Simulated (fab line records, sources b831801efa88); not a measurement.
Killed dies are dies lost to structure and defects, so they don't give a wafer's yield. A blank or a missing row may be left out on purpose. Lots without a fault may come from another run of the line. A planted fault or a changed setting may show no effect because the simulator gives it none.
A struck lot beside a sound one | flow sky130 | 22 steps out of a route of 708
Sound: wafers L870.2, L870.3, L870.6. Struck: wafer L873.1. (L873.3 of the same lot was not struck and is left out.) The cause comes at the end.
At each step with rows: each side's tool, then ch and its chambers, then its first start. Under that, the readings that differ: sound wafers | struck wafers | difference of the means | sigmas: that difference in standard deviations of wafers without a fault.
alike: readings whose means differ by less than 2 such deviations, and words and numbers that are the same on both sides. not compared: withheld readings, readings that some wafer has no value for, bounds like >300 that may hide the same value, and numbers for which the record gives no deviation and whose values overlap.
The two part at a step that has a row with sigmas, a row that says differs or no value, or rows on one side only. Numbers that don't overlap but have no deviation are shown without sigmas and don't part them. A reading that every wafer of one side lacks parts them only if that side has two wafers or more.

first, 1 step without rows for these wafers: SKY_LOCAL_INTERCONNECT_CLEAN_18 (cleans in O3/DIW).
SKY_CONTACT_CVD_00: deposits Si3N4, target thk 75 nm.
  sound on pecvd-01 ch 0,1,2, day 34 12:36; struck on pecvd-03 ch 1, day 35 06:18
  alike: heater_power_w, susceptor_temp_C
SKY_CONTACT_THK_MEAS_01:
  sound on film_metro-02, day 34 12:39; struck on film_metro-02, day 35 06:20
  alike: CONTACT_CVD_00_THK
then, 1 step without rows for these wafers: SKY_CONTACT_HDPCVD_02 (deposits SiO2, target thk 565 nm, time 94.2 s).
SKY_CONTACT_THK_MEAS_03:
  sound on film_metro-01, day 34 12:47; struck on film_metro-03, day 35 06:28
  alike: CONTACT_HDPCVD_THK
SKY_CONTACT_CMP_04: polishes SiO2.
  sound on cmp-02 ch 1,2, day 34 12:50; struck on cmp-01 ch 2, day 35 06:34
  alike: motor_current_A, platen_rpm, time_to_endpoint_s
SKY_CONTACT_BOW_MEAS_05:
  sound on film_metro-02, day 34 13:09; struck on film_metro-02, day 35 06:49
  alike: CONTACT_BOW
then, 5 steps without rows for these wafers: SKY_CONTACT_DEHYDRATE_06 (time 60 s); SKY_CONTACT_HMDS_07 (prime time 60 s); SKY_CONTACT_COAT_08 (resist thk 60 nm); SKY_CONTACT_COAT_09 (resist thk 450 nm); SKY_CONTACT_SOFTBAKE_10 (time 90 s).
SKY_CONTACT_EXPOSE_11: exposes mask CTM1, target cd 170 nm.
  sound on krf_scanner-02 ch 0, day 35 02:43; struck on krf_scanner-02 ch 0, day 35 20:06
  alike: mask, focus_offset_nm
then, 2 steps without rows for these wafers: SKY_CONTACT_PEB_12; SKY_CONTACT_DEVELOP_13 (develop time 60 s).
SKY_CONTACT_CD_MEAS_14: target cd 170 nm.
  sound on cd_sem-01, day 35 15:42; struck on cd_sem-02, day 36 08:48
  reading    | sound             | struck | difference | sigmas
  cd_nm (nm) | 170.3 168.1 169.0 | 61.7   | -107.4     | -63
SKY_CONTACT_OVL_MEAS_15:
  sound on overlay-02, day 35 15:48; struck on overlay-02, day 36 08:55
  alike: CONTACT_OVL
SKY_CONTACT_ETCH_16: etches BARC in N2/H2, stops on SiO2, time 45.9 s, target depth 60 nm.
  sound on rie_diel-01 ch 0,1,3, day 35 15:50; struck on rie_diel-03 ch 1, day 36 08:57
  reading                  | sound           | struck | difference | sigmas
  model.CONTACT.cd_nm (nm) | 170.1 168.8 168 | 61.23  | -107.74    |
  alike: drypump_motor_current_A, oes_product_au, throttle_valve_pct
  not compared: rf_hours_counter_h
SKY_CONTACT_ETCH_17: etches SiO2 in C4F8/O2/Ar, stops on Si3N4, target depth 340 nm.
  sound on rie_diel-01 ch 0,1,3, day 35 15:53; struck on rie_diel-03 ch 1, day 36 08:59
  alike: oes_product_au
SKY_CONTACT_ETCH_18: etches Si3N4 in CHF3/O2, stops on TiN, time 39 s, target depth 75 nm.
  sound on rie_diel-01 ch 0,1,3; struck on rie_diel-03 ch 1
  reading                  | sound             | struck | difference | sigmas
  throttle_valve_pct (%)   | 8.800 8.786 8.780 | 8.812  | +0.023     | +2
  model.CONTACT.cd_nm (nm) | 170.1 168.8 168   | 61.17  | -107.80    |
  alike: drypump_motor_current_A, oes_product_au
  not compared: rf_hours_counter_h
SKY_CONTACT_STRIP_19: strips in O2/N2.
  sound on plasma_asher-03 ch 0,1, day 35 15:58; struck on plasma_asher-02 ch 0, day 36 09:05
  alike: drypump_motor_current_A, oes_product_au, strip_time_to_endpoint_s
  not compared: rf_hours_counter_h
-- the record jumps here: 13 days lie between the struck wafers' starts before and after (it left off in module CONTACT and takes up again in module PAD_OPEN, whose first step shown is number 708 of the route) --
SKY_PAD_OPEN_PROBE_99:
  sound on prober-02, day 49 00:28; struck on prober-01, day 49 07:38
  reading            | sound    | struck | difference | sigmas
  killed_at_contacts | 22 29 23 | 423    | +398       | +83
  killed_dies        | 88 94 86 | 492    | +403       | +40
  killed_on_rim      | 12 18 16 | 96     | +81        | +21
  alike: killed_at_M0_to_M3, killed_at_M4_up, killed_at_front_end, killed_at_other, killed_open, killed_short

WHERE THEY PART
First at SKY_CONTACT_CD_MEAS_14; last, within this record, at SKY_PAD_OPEN_PROBE_99.

WHY: what the simulator had put in
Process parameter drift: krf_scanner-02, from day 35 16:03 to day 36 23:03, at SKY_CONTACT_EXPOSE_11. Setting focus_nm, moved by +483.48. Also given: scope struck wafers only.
